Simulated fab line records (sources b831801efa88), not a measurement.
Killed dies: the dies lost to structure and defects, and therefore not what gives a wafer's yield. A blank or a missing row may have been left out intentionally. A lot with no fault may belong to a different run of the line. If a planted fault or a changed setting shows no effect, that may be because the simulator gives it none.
fab line records	flow sky130
record lots=5	wafers=15	last-day=51
route steps=708 shown LDD_HVP@281 LDD_LDN@289 PAD_OPEN@708
lots that met no fault: taken from a fault-free run of the same line
start-h: the number of hours between the record's first day and the start of the first shown wafer of the lot	wait-h: hours from the lot's prior step to this one	" same as the row above	L1.1+2: one row covering several wafers at once	- no value present, or no start provided	* or withheld: withheld	< > ~ a bound
route shown NAME@n: NAME is a module with steps in the file, n the number in the route of the first one	usual: mean and standard deviation over wafers with no fault	same: alike in all rows	chamber/n: place in a boat	sites: per-site readings	_std_site: the values' standard deviation	_edge_site: inner sites' mean taken away from outer sites' mean	radius-mm: how far each site lies from the wafer's centre	mask NAME#n: copy n	behind: the last tool/chamber to shape the wafer	hold: why the lot went on hold/how many hours it stayed there/how the hold came to an end	device: which transistor (n, p or np) failed to switch	end of line: tests run on the same wafers once the route is complete	a step given without rows: its recipe and nothing more	killed: dies lost to structure and defects at the first sort, not the wafer's yield	map: dies across one wafer; x = killed, . = not, _ = none there
set.NAME: setting as actually run; set.NAME@STEP: the setting as run at that earlier step	model.NAME: the simulator's own value behind a step, which no gauge read
lots at selected steps of the route; one table per step, one row per wafer
services: from which hour (start-h, from the record's first day; less than 0 if before it) a tool's chamber was out of use, for how many hours, and why
## steps
# step SKY_LDD_HVP_SOFTBAKE_03
# recipe temp-c=90	time-s=60	resist=NOVOLAK
# step SKY_LDD_HVP_EXPOSE_04
# recipe mask-id=HVPTM	na=0.6	source-shape=conventional	sigma-outer=0.6	polarization=unpolarized	target-cd-nm=700	dose-mj=86
# step SKY_LDD_HVP_PEB_05
# recipe temp-c=withheld	time-s=*	resist=NOVOLAK
# step SKY_LDD_HVP_DEVELOP_06
# recipe resist=NOVOLAK	developer=TMAH	develop-time-s=60	dev-temp-c=23
# step SKY_LDD_HVP_OVL_MEAS_07
# usual LDD_HVP_OVL=-0.1/1.1
lot.wafer	tool	chamber	start-h	wait-h	LDD_HVP_OVL[nm]
L667.2	overlay-02	-	524.69	0.1	0.6
L667.3	"	-	"	"	0.7
L667.6	"	-	"	"	2.1
L675.2	overlay-01	-	581.60	0.1	0.3
L675.4	"	-	"	"	-1.1
L675.5	"	-	"	"	-0.9
L679.2	overlay-02	-	624.90	0.1	-0.3
L679.4	"	-	"	"	0.4
L679.5	"	-	"	"	0.2
L688.2	overlay-02	-	692.65	0.1	0.9
L688.4	"	-	"	"	0.6
L688.5	"	-	"	"	1.4
L689.1	overlay-02	-	695.05	0.1	0.4
L689.3	"	-	"	"	-0.6
L689.4	"	-	"	"	-0.3
# step SKY_LDD_HVP_IMPLANT_08
# recipe species=B	energy-kev=20	dose-cm2=1.712e+13	tilt-deg=17.9
# step SKY_LDD_HVP_STRIP_09
# recipe chemistry=O2/N2	power-w=1400	pressure-mtorr=1500	platen-temp-c=withheld	o2-flow-sccm=3000	n2-flow-sccm=300	overash-fraction=0.5
# usual drypump-motor-current-A=5.6/0.41	oes-product-au=0.408/0.0042	strip-time-to-endpoint-s=4.132/0.015
lot.wafer	tool	chamber	start-h	wait-h	drypump-motor-current-A	oes-product-au	rf-hours-counter-h	strip-time-to-endpoint-s
L667.2	plasma-asher-01	1	524.87	0.1	5.7	0.408	83	4.135
L667.3	"	1	"	"	5.7	0.404	-	4.131
L667.6	"	1	"	"	5.7	0.405	-	4.139
L675.2	plasma-asher-01	1	581.78	0.1	5.7	0.405	89	4.124
L675.4	"	1	"	"	5.7	0.412	-	4.117
L675.5	"	1	"	"	5.7	0.403	-	4.116
L679.2	plasma-asher-01	0	625.08	0.1	5.0	0.399	94	4.111
L679.4	"	0	"	"	5.0	0.407	-	4.123
L679.5	"	1	"	"	5.7	0.405	-	4.142
L688.2	plasma-asher-01	0	692.83	0.1	5.0	0.416	100	4.125
L688.4	"	0	"	"	5.0	0.408	-	4.130
L688.5	"	0	"	"	5.0	0.402	-	4.094
L689.1	plasma-asher-04	0	695.23	0.1	6.1	0.407	26	4.128
L689.3	"	1	"	"	5.7	0.410	-	4.123
L689.4	"	0	"	"	6.2	0.409	-	4.143
# step SKY_LDD_HVP_TW_MEAS_10
# usual LDD_HVP_TW=455/3.5
lot.wafer	tool	chamber	start-h	wait-h	LDD_HVP_TW
L667.2	film-metro-01	-	524.98	0.1	461
L667.3	"	-	"	"	459
L667.6	"	-	"	"	461
L675.2	film-metro-03	-	581.89	0.1	452
L675.4	"	-	"	"	451
L675.5	"	-	"	"	453
L679.2	film-metro-01	-	625.19	0.1	458
L679.4	"	-	"	"	457
L679.5	"	-	"	"	458
L688.2	film-metro-04	-	692.94	0.1	457
L688.4	"	-	"	"	459
L688.5	"	-	"	"	456
L689.1	film-metro-03	-	695.33	0.1	450
L689.3	"	-	"	"	449
L689.4	"	-	"	"	451
# step SKY_LDD_LDN_DEHYDRATE_00
# recipe temp-c=200	time-s=60
# step SKY_LDD_LDN_HMDS_01
# recipe prime-time-s=60	prime-temp-c=120
# step SKY_LDD_LDN_COAT_02
# recipe resist=NOVOLAK	spin-rpm=3000	resist-thk-nm=1140
# step SKY_LDD_LDN_SOFTBAKE_03
# recipe temp-c=90	time-s=60	resist=NOVOLAK
# step SKY_LDD_LDN_EXPOSE_04
# recipe mask-id=LDNTM	na=0.6	source-shape=conventional	sigma-outer=0.6	polarization=unpolarized	target-cd-nm=700	dose-mj=140
# usual focus-offset-nm=0.1/0.5
lot.wafer	tool	chamber	start-h	wait-h	mask	focus-offset-nm
L667.2	iline-stepper-02	0	540.80	-	LDNTM#0	0.5
L667.3	"	0	"	"	LDNTM#0	1.4
L667.6	"	0	"	"	LDNTM#0	0.9
L675.2	iline-stepper-01	0	597.65	-	LDNTM#0	-0.7
L675.4	"	0	"	"	LDNTM#0	0.4
L675.5	"	0	"	"	LDNTM#0	0.5
L679.2	iline-stepper-02	0	639.87	-	LDNTM_R1#0	0.1
L679.4	"	0	"	"	LDNTM_R1#0	0.2
L679.5	"	0	"	"	LDNTM_R1#0	-0.3
L688.2	iline-stepper-01	0	707.12	-	LDNTM#0	-0.4
L688.4	"	0	"	"	LDNTM#0	-0.2
L688.5	"	0	"	"	LDNTM#0	-0.5
L689.1	iline-stepper-01	0	709.58	-	LDNTM#0	-0.1
L689.3	"	0	"	"	LDNTM#0	1.0
L689.4	"	0	"	"	LDNTM#0	-0.3
# step SKY_LDD_LDN_PEB_05
# recipe temp-c=withheld	time-s=*	resist=NOVOLAK
# step SKY_PAD_OPEN_PROBE_99
# usual killed_at_M0_to_M3=43/7.5	killed_at_M4_up=3.2/1.9	killed-at-contacts=24/5.6	killed-at-front-end=15/4.8	killed-at-other=0.2/0.54	killed-dies=86/11	killed-open=47/7.6	killed-short=39/7.1
# same gross-dies=492	killed-at-back-side=0
lot.wafer	tool	chamber	start-h	wait-h	killed_at_M0_to_M3	killed_at_M4_up	killed-at-contacts	killed-at-front-end	killed-at-other	killed-dies	killed-open	killed-short
L675.2	prober-02	-	1146.35	0.1	45	4	22	12	0	83	49	34
L675.4	prober-02	-	1146.45	0.2	41	3	28	8	0	80	57	23
L675.5	prober-02	-	1146.50	0.2	40	0	26	11	0	77	50	27
L679.2	prober-01	-	1174.47	0.1	39	2	31	83	0	155	49	31
L679.4	prober-01	-	1174.57	0.2	43	3	34	104	0	184	54	46
L679.5	prober-01	-	1174.62	0.2	57	2	25	95	1	180	55	40
L689.1	prober-02	-	1215.01	0.1	42	0	31	20	0	93	44	49
L689.3	prober-02	-	1215.11	0.2	41	1	18	13	0	73	40	33
L689.4	prober-02	-	1215.16	0.2	39	6	22	19	0	86	49	37
# killed by level:class
L675.2 CONTACT:geometric-particle:open=9 LI_CONTACT:geometric-particle:open=9 VIA3:geometric-particle:open=9 VIA1:geometric-particle:open=8 VIA1:geometric-particle:short=6 METAL2:geometric-particle:short=5 VIA2:geometric-particle:open=5 VIA2:geometric-particle:short=5
L675.4 VIA1:geometric-particle:open=19 LI_CONTACT:geometric-particle:open=11 CONTACT:geometric-particle:open=10 VIA3:geometric-particle:open=8 LOCAL_INTERCONNECT:geometric-particle:short=4 VIA1:geometric-particle:short=4 METAL2:geometric-particle:short=3 FIELD_ISO:geometric-particle:short=2
L675.5 VIA1:geometric-particle:open=14 CONTACT:geometric-particle:open=11 VIA2:geometric-particle:open=8 LI_CONTACT:geometric-particle:open=7 CONTACT:geometric-particle:short=5 FIELD_ISO:geometric-particle:short=4 VIA1:geometric-particle:short=4 VIA3:geometric-particle:open=4
L679.2 LDD_LDN:area-expose=75 CONTACT:geometric-particle:open=13 VIA1:geometric-particle:open=13 CONTACT:geometric-particle:short=9 LI_CONTACT:geometric-particle:open=6 VIA3:geometric-particle:open=5 VIA2:geometric-particle:open=4 VIA1:geometric-particle:short=4
L679.4 LDD_LDN:area-expose=84 CONTACT:geometric-particle:open=20 VIA1:geometric-particle:short=10 VIA1:geometric-particle:open=8 METAL2:geometric-particle:short=8 VIA2:geometric-particle:open=7 FIELD_ISO:geometric-particle:open=5 LI_CONTACT:geometric-particle:open=5
L679.5 LDD_LDN:area-expose=85 VIA1:geometric-particle:open=12 VIA1:geometric-particle:short=10 VIA3:geometric-particle:open=9 VIA2:geometric-particle:open=8 CONTACT:geometric-particle:open=8 METAL2:geometric-particle:short=7 LI_CONTACT:geometric-particle:open=5
L689.1 CONTACT:geometric-particle:short=9 VIA2:geometric-particle:open=8 POLY_GATE:geometric-particle:short=7 LI_CONTACT:geometric-particle:open=7 VIA1:geometric-particle:open=6 POLY_GATE:geometric-particle:open=5 LI_CONTACT:geometric-particle:short=5 CONTACT:geometric-particle:open=5
L689.3 VIA1:geometric-particle:open=9 VIA3:geometric-particle:open=8 CONTACT:geometric-particle:open=6 METAL2:geometric-particle:short=5 FIELD_ISO:geometric-particle:short=4 LI_CONTACT:geometric-particle:short=4 CONTACT:geometric-particle:short=4 VIA2:geometric-particle:open=4
L689.4 CONTACT:geometric-particle:open=13 VIA1:geometric-particle:open=8 METAL2:geometric-particle:short=6 FIELD_ISO:geometric-particle:short=4 POLY_GATE:geometric-particle:open=4 POLY_GATE:geometric-particle:short=4 CONTACT:geometric-particle:short=4 VIA2:geometric-particle:short=4
# map L679.4 (x killed, . not)
__________.x.....x.._________
________....x...x...x._______
______......xx.xxx......_____
_____..........x.x.x....x____
____x..x...xx.xx.x.xx.....___
___........x....x....x..x.x__
__..x...xx.xx.x...........x._
_...x...x.xxxx..xxx..x.......
_x...x.x.x..xx.x..x......x..x
_.....xxx.xx.xxxxxxxxxx......
_......xx.xxxxxx.xxx.xx......
_....xx..xxxxxx.xxxxxx......x
_xx..x.xx...xxxxxx.x.x..x....
_x.......x.xxxxx.xxx..xxx..x.
_.x.xx..xxx.xxx.xxx.xxx..x...
__..x.xx....x.xxxxx....xx..._
___...x..x..xx...xx........__
____x.x.xx.x..x..x.x.x.x..___
_____..x.x....x.x........____
______.x...xxxx.x..x...._____
________x.......xx...._______
__________.....x...._________
# map L667.3 (x killed, . not)
__________......x..x_________
________.....xx......._______
______.......x.......x.._____
_____x.x.......x.xx.xx...____
____.................xx..x___
___...........xxx..xx......__
__x..............xx..x.....x_
_..........xxx........x..x...
_x.............x.....x..x....
_.....x.........xx.........x.
_....x................xxx....
_xxxx....x...xx.x..x.x....x.x
_.....x...........x.x........
_................x........x..
_.x.xx.................x.....
__...x..x..............x...._
___.x...x......xx......x...__
____........x.....xx......___
_____.........x.......x.x____
______......x..........._____
________x............x_______
__________.....x...._________
## services
tool	chamber	start-h	hours	kind
iline-stepper-02	-	505.49	4.4	pm
iline-stepper-01	-	544.14	1.3	repair
plasma-asher-04	-	611.18	10.0	pm
plasma-asher-01	-	613.28	2.8	pm
iline-stepper-02	-	614.38	1.7	pm
iline-stepper-01	-	650.38	1.7	pm
iline-stepper-01	-	673.41	2.1	pm
iline-stepper-01	-	675.49	-	consumable-replace:lamp
plasma-asher-01	-	708.97	1.2	repair
## key
first-sign step=SKY_LDD_LDN_EXPOSE_04	reading=mask	direction=changed
effect step=SKY_PAD_OPEN_PROBE_99	reading=killed-at-front-end	direction=up	sigmas=17	usual=15	struck=94
more-kills-born-at SKY_LDD_LDN_EXPOSE_04@iline-stepper-02=244
met-at SKY_LDD_LDN_EXPOSE_04
struck-wafers L679.2,L679.4,L679.5
tester-left-out L679
onset-between 540.80 639.87
fault kind=wrong-mask	tool=any	chamber=-	onset-h=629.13	steps=SKY_LDD_LDN_EXPOSE_04	aux-copy=LDNTM_R1#0	cd-offset-nm=105	scope=struck-lots-only
# tester-left-out: of these lots the tester's yield and bins aren't shown, on N5 and GAA mostly nor the transistor test; their killed dies are dies lost to structure and defects alone, not to doping, threshold or leakage, so they don't give the yield
